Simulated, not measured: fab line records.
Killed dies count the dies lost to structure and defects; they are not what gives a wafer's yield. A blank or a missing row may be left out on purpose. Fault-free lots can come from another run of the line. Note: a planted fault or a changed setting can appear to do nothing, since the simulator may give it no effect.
fab line records ; flow gf180mcu
record lots=6; wafers=18; last_day=33
route steps=602 shown V4@480
lots that met no fault: from a run of the same line without faults
start_h: start of the lot's first displayed wafer, in hours after the record's first day ; wait_h: time in hours since the lot's previous step ; " same as the row above ; L1.1+2: a single row standing in for several wafers ; - no value present, or no start provided ; * or withheld: withheld ; < > ~ a bound
route shown NAME@n: a module of which the file shows steps, and the number in the route of the first ; usual: mean/standard deviation taken from wafers without a fault ; same: alike in all rows ; chamber/n: place in a boat ; sites: per-site readings ; _std_site: how widely they spread, as a standard deviation ; _edge_site: mean of outer sites minus mean of inner sites ; radius_mm: for every site, how far away it sits from the centre of the wafer ; mask NAME#n: copy n ; behind: the tool/chamber that last shaped the wafer ; hold: the reason the lot was held/the length of the hold in hours/how it ended ; device: which transistor (n, p or np) failed to switch ; end of line: tests of these same wafers at the route's end ; a step given without rows: its recipe and nothing more ; killed: dies lost to structure and defects at the first sort, not the wafer's yield ; map: a wafer's dies, marking killed ones x, the rest . and places with no die _
set.NAME: the setting that was run; set.NAME@STEP: the one run at that earlier step ; model.NAME: the simulator's own value behind a step, which no gauge read
certain route steps with their lots: each step a table, each wafer a row
services: a tool's chamber out of use, with start hour (start_h, from the record's first day; less than 0 if before it), hours out, and reason
## steps
# step GF_V4_CMP_04
# recipe material=SiO2; down_force_psi=4; platen_rpm=60; pad_velocity_m_s=0.94248
# usual motor_current_A=11.7/0.6; time_to_endpoint_s=80/5.3
lot.wafer;tool;chamber;start_h;wait_h;motor_current_A;time_to_endpoint_s
L963.2;cmp-01;0;547.03;0.0;11.6;76
L963.1;cmp-01;1;547.03;0.0;10.3;78
L963.3;cmp-01;3;547.03;0.0;11.6;74
L965.1;cmp-02;2;572.10;0.1;11.6;75
L965.3;cmp-02;0;572.10;0.1;11.8;81
L965.6;cmp-02;2;572.10;0.1;12.0;76
L973.4;cmp-02;2;618.21;0.2;11.9;83
L973.3;cmp-02;3;618.21;0.2;11.6;77
L973.2;cmp-02;0;618.21;0.2;11.1;83
L974.3;cmp-01;2;631.62;0.0;12.1;76
L974.2;cmp-01;1;631.62;0.0;10.3;76
L974.5;cmp-01;3;631.62;0.0;11.8;75
L977.4;cmp-02;3;651.63;0.1;11.5;89
L977.5;cmp-02;1;651.63;0.1;11.7;87
L977.6;cmp-02;2;651.63;0.1;12.2;86
L981.3;cmp-02;0;681.32;0.0;11.5;73
L981.1;cmp-02;1;681.32;0.0;11.8;70
L981.5;cmp-02;1;681.32;0.0;12.0;72
# step GF_V4_BOW_MEAS_05
# recipe mode=bow
# usual V4_BOW=135/8
lot.wafer;tool;chamber;start_h;wait_h;V4_BOW[um]
L963.1;film_metro-01;-;547.33;0.2;138
L963.2;film_metro-01;-;547.33;0.2;134
L963.3;film_metro-01;-;547.33;0.2;125
L965.1;film_metro-04;-;572.35;0.2;145
L965.3;film_metro-04;-;572.35;0.2;139
L965.6;film_metro-04;-;572.35;0.2;126
L973.2;film_metro-01;-;618.53;0.2;153
L973.3;film_metro-01;-;618.53;0.2;145
L973.4;film_metro-01;-;618.53;0.2;147
L974.2;film_metro-04;-;631.94;0.1;144
L974.3;film_metro-04;-;631.94;0.1;150
L974.5;film_metro-04;-;631.94;0.1;133
L977.4;film_metro-04;-;651.89;0.2;140
L977.5;film_metro-04;-;651.89;0.2;128
L977.6;film_metro-04;-;651.89;0.2;130
L981.1;film_metro-02;-;681.62;0.2;134
L981.3;film_metro-02;-;681.62;0.2;141
L981.5;film_metro-02;-;681.62;0.2;139
# step GF_V4_DEHYDRATE_06
# recipe temp_c=200; time_s=60
# step GF_V4_HMDS_07
# recipe prime_time_s=60; prime_temp_c=120
# step GF_V4_COAT_08
# recipe resist=BARC; temp_c=withheld; time_s=withheld; spin_rpm=withheld; resist_thk_nm=withheld
# step GF_V4_COAT_09
# recipe resist=KrF; spin_rpm=withheld; resist_thk_nm=1000
# step GF_V4_SOFTBAKE_10
# recipe temp_c=130; time_s=60; resist=KrF
# step GF_V4_EXPOSE_11
# recipe mask_id=Via4; target_cd_nm=260; na=0.68; source_shape=conventional; sigma_outer=0.6; dose_mj=38
# step GF_V4_PEB_12
# recipe peb_temp_c=135; peb_time_s=90; resist=KrF
# step GF_V4_DEVELOP_13
# recipe develop_time_s=60; resist=KrF; dev_temp_c=21
# step GF_V4_CD_MEAS_14
# recipe target_cd_nm=260
# usual cd_nm=259.9/1.1
lot.wafer;tool;chamber;start_h;wait_h;cd_nm
L963.1;cd_sem-02;-;570.00;0.1;258.7
L963.2;cd_sem-02;-;570.00;0.1;259.6
L963.3;cd_sem-02;-;570.00;0.1;260.1
L965.1;cd_sem-01;-;594.00;0.1;260.7
L965.3;cd_sem-01;-;594.00;0.1;260.4
L965.6;cd_sem-01;-;594.00;0.1;260.7
L973.2;cd_sem-01;-;639.15;0.1;260.1
L973.3;cd_sem-01;-;639.15;0.1;260.0
L973.4;cd_sem-01;-;639.15;0.1;261.2
L974.2;cd_sem-01;-;651.57;0.1;260.1
L974.3;cd_sem-01;-;651.57;0.1;259.2
L974.5;cd_sem-01;-;651.57;0.1;258.9
L977.4;cd_sem-01;-;671.11;0.1;260.6
L977.5;cd_sem-01;-;671.11;0.1;260.4
L977.6;cd_sem-01;-;671.11;0.1;260.5
L981.1;cd_sem-02;-;701.45;0.1;259.8
L981.3;cd_sem-02;-;701.45;0.1;258.8
L981.5;cd_sem-02;-;701.45;0.1;259.5
# step GF_V4_OVL_MEAS_15
# usual V4_OVL=1/6.4
lot.wafer;tool;chamber;start_h;wait_h;V4_OVL[nm]
L963.1;overlay-02;-;570.12;0.1;-5
L963.2;overlay-02;-;570.12;0.1;0
L963.3;overlay-02;-;570.12;0.1;-1
L965.1;overlay-02;-;594.12;0.1;0
L965.3;overlay-02;-;594.12;0.1;-3
L965.6;overlay-02;-;594.12;0.1;-2
L973.2;overlay-01;-;639.26;0.1;4
L973.3;overlay-01;-;639.26;0.1;-5
L973.4;overlay-01;-;639.26;0.1;-1
L974.2;overlay-01;-;651.68;0.1;-1
L974.3;overlay-01;-;651.68;0.1;-4
L974.5;overlay-01;-;651.68;0.1;3
L977.4;overlay-01;-;671.19;0.1;6
L977.5;overlay-01;-;671.19;0.1;0
L977.6;overlay-01;-;671.19;0.1;8
L981.1;overlay-01;-;701.57;0.1;0
L981.3;overlay-01;-;701.57;0.1;0
L981.5;overlay-01;-;701.57;0.1;8
# step GF_V4_ETCH_16
# recipe chemistry=N2/H2; target_depth_a=withheld; overetch_a=withheld; time_s=withheld; target=BARC; ion_energy_ev=200; source_w=500; bias_w=100; pressure_mtorr=30; n2_flow_sccm=100; h2_flow_sccm=200
# usual bias_w=99.98/0.28; chamber_pressure_mTorr=30.00/0.031; drypump_motor_current_A=5.8/0.42; n2_flow_sccm=100.0/0.32; oes_product_au=0.855/0.0055; throttle_valve_pct=13.225/0.0094
lot.wafer;tool;chamber;start_h;wait_h;bias_w;chamber_pressure_mTorr;drypump_motor_current_A;n2_flow_sccm;oes_product_au;throttle_valve_pct
L963.1;rie_diel-03;1;570.16;0.0;100.14;29.96;5.4;99.9;0.845;13.228
L963.2;rie_diel-03;3;570.16;0.0;100.81;30.04;5.4;100.1;0.852;13.223
L963.3;rie_diel-03;0;570.16;0.0;99.99;30.00;6.0;100.2;0.856;13.240
L965.1;rie_diel-01;0;594.16;0.0;100.02;30.03;5.7;100.0;0.853;13.229
L965.3;rie_diel-01;1;594.16;0.0;100.34;30.01;5.0;99.7;0.846;13.243
L965.6;rie_diel-01;2;594.16;0.0;99.83;29.97;6.1;100.2;0.859;13.217
L973.2;rie_diel-03;2;639.29;0.0;-;-;-;-;-;-
L973.3;rie_diel-03;3;639.29;0.0;-;-;-;-;-;-
L973.4;rie_diel-03;3;639.29;0.0;-;-;-;-;-;-
L974.2;rie_diel-01;1;651.71;0.0;-;-;-;-;-;-
L974.3;rie_diel-01;0;651.71;0.0;-;-;-;-;-;-
L974.5;rie_diel-01;1;651.71;0.0;-;-;-;-;-;-
L977.4;rie_diel-04;1;671.21;0.0;99.72;30.03;5.7;99.8;0.851;13.231
L977.5;rie_diel-04;3;671.21;0.0;99.93;30.04;6.5;100.2;0.857;13.236
L977.6;rie_diel-04;2;671.21;0.0;100.14;30.00;6.0;100.1;0.859;13.225
L981.1;rie_diel-04;0;701.61;0.0;100.18;30.02;5.4;99.8;0.855;13.231
L981.3;rie_diel-04;1;701.61;0.0;100.21;30.01;5.7;100.4;0.855;13.225
L981.5;rie_diel-04;1;701.61;0.0;100.33;29.97;5.7;99.9;0.859;13.220
# step GF_V4_ETCH_17
# recipe chemistry=C4F8/O2/Ar; mask_material=KrF; target=SiO2; stop_on=TiN; source_w=1500; bias_w=1200; pressure_mtorr=40; c4f8_flow_sccm=withheld; O2_flow_sccm=6; Ar_flow_sccm=300; time_s=withheld; target_depth_a=6300
# usual bias_w=1201/3.6; chamber_pressure_mTorr=40.00/0.033; oes_product_au=0.855/0.0048
lot.wafer;tool;chamber;start_h;wait_h;bias_w;chamber_pressure_mTorr;oes_product_au
L963.1;rie_diel-03;1;-;-;1198;39.98;0.851
L963.2;rie_diel-03;3;-;-;1203;40.02;0.851
L963.3;rie_diel-03;0;-;-;1201;39.98;0.849
L965.1;rie_diel-01;0;-;-;1203;39.98;0.858
L965.3;rie_diel-01;1;-;-;1202;39.95;0.862
L965.6;rie_diel-01;2;-;-;1201;40.02;0.852
L973.2;rie_diel-03;2;-;-;1195;40.03;0.372
L973.3;rie_diel-03;3;-;-;1198;40.05;0.379
L973.4;rie_diel-03;3;-;-;1206;40.02;0.385
L974.2;rie_diel-01;1;-;-;1203;39.98;0.378
L974.3;rie_diel-01;0;-;-;1198;40.01;0.377
L974.5;rie_diel-01;1;-;-;1203;40.04;0.372
L977.4;rie_diel-04;1;-;-;1202;40.03;0.858
L977.5;rie_diel-04;3;-;-;1201;39.99;0.856
L977.6;rie_diel-04;2;-;-;1205;40.01;0.863
L981.1;rie_diel-04;0;-;-;1200;40.02;0.861
L981.3;rie_diel-04;1;-;-;1208;39.99;0.857
L981.5;rie_diel-04;1;-;-;1203;40.07;0.853
# step GF_V4_STRIP_18
# recipe chemistry=O2/N2; power_w=1400; pressure_mtorr=1500; platen_temp_c=250; o2_flow_sccm=3000; n2_flow_sccm=300; overash_fraction=0.5
# usual drypump_motor_current_A=5.8/0.33; heater_power_w=346/15; n2_flow_sccm=300.1/0.86; o2_flow_sccm=2999/8.7; oes_product_au=0.592/0.0048
lot.wafer;tool;chamber;start_h;wait_h;drypump_motor_current_A;heater_power_w;n2_flow_sccm;o2_flow_sccm;oes_product_au;rf_hours_counter_h
L963.1;plasma_asher-01;0;570.29;-;5.2;322;300.9;3000;0.593;93
L963.2;plasma_asher-01;1;570.29;-;6.1;344;301.8;2991;0.590;93
L963.3;plasma_asher-01;0;570.29;-;5.3;316;300.4;2994;0.601;-
L965.1;plasma_asher-01;0;594.29;-;5.3;315;299.9;3018;0.589;94
L965.3;plasma_asher-01;0;594.29;-;5.3;313;299.8;3009;0.593;-
L965.6;plasma_asher-01;0;594.29;-;5.3;325;299.6;3004;0.596;-
L973.2;plasma_asher-03;1;639.42;-;5.9;353;300.3;2995;0.621;53
L973.3;plasma_asher-03;1;639.42;-;5.9;350;300.5;3003;0.617;-
L973.4;plasma_asher-03;0;639.42;-;5.8;347;299.8;3012;0.613;-
L974.2;plasma_asher-02;1;651.84;-;5.6;355;299.2;3003;0.606;27
L974.3;plasma_asher-02;0;651.84;-;6.2;358;300.1;2996;0.613;-
L974.5;plasma_asher-02;1;651.84;-;5.6;351;298.7;3002;0.605;-
L977.4;plasma_asher-02;0;671.37;-;6.3;364;298.3;2982;0.589;-
L977.5;plasma_asher-02;0;671.37;-;6.3;362;298.5;3008;0.585;-
L977.6;plasma_asher-02;1;671.37;-;5.6;361;299.1;3006;0.599;-
L981.1;plasma_asher-01;1;701.74;-;6.1;336;300.4;3000;0.592;104
L981.3;plasma_asher-01;1;701.74;-;6.1;343;301.4;2986;0.580;-
L981.5;plasma_asher-01;1;701.74;-;6.1;335;299.5;2999;0.597;-
# step GF_V4_STRIP_19
# recipe chemistry=post_etch_residue_remover; time_s=1200; temp_c=72.5
## services
tool;chamber;start_h;hours;kind
cmp-01;-;528.97;4.6;pm
cmp-02;-;532.83;17.5;repair
cmp-02;-;538.64;0.8;repair
rie_diel-04;1;545.01;6.7;repair
rie_diel-03;3;550.38;7.6;repair
rie_diel-03;-;551.67;4.4;repair
rie_diel-04;2;552.61;15.0;repair
rie_diel-01;-;563.12;4.3;pm
plasma_asher-01;-;574.55;14.6;pm
rie_diel-04;3;596.79;1.8;repair
plasma_asher-01;-;598.84;6.5;repair
rie_diel-01;2;601.81;7.3;repair
plasma_asher-01;-;612.26;9.2;repair
rie_diel-04;-;618.78;1.0;repair
rie_diel-04;1;625.27;4.2;repair
rie_diel-03;2;625.55;7.7;repair
cmp-02;-;634.04;4.8;pm
plasma_asher-01;-;634.23;0.8;repair
rie_diel-03;-;641.10;2.8;pm
rie_diel-03;-;646.43;0.3;repair
rie_diel-04;1;657.31;7.9;repair
rie_diel-01;2;661.03;3.2;repair
rie_diel-03;2;662.49;24.4;repair
rie_diel-04;1;673.11;2.7;repair
## key
first_sign step=GF_V4_ETCH_16; reading=tool_record; direction=missing
effect step=GF_V4_ETCH_17; reading=oes_product_au; direction=down; sigmas=99+; usual=0.855; struck=0.377
effect step=GF_V4_STRIP_18; reading=oes_product_au; direction=up; sigmas=4.2; usual=0.592; struck=0.612
met_at GF_V4_ETCH_16
struck_wafers L973.2,L973.3,L973.4,L974.2,L974.3,L974.5
later_rows_left_out L973.2,L973.3,L973.4,L974.2,L974.3,L974.5
sort_left_out L973.2,L973.3,L973.4,L974.2,L974.3,L974.5
onset_between 594.16 639.29
fault kind=skipped_step_whole; tool=rie_diel-01,rie_diel-03; chamber=-; onset_h=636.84; steps=GF_V4_ETCH_16; scope=struck_lots_only
# sort_left_out: the simulated sort isn't trusted on such a fault, so these wafers' sort isn't shown, and their yield isn't known
# later_rows_left_out: the simulator's readings of these wafers behind a module that went badly wrong aren't trusted and aren't shown, but for the sort
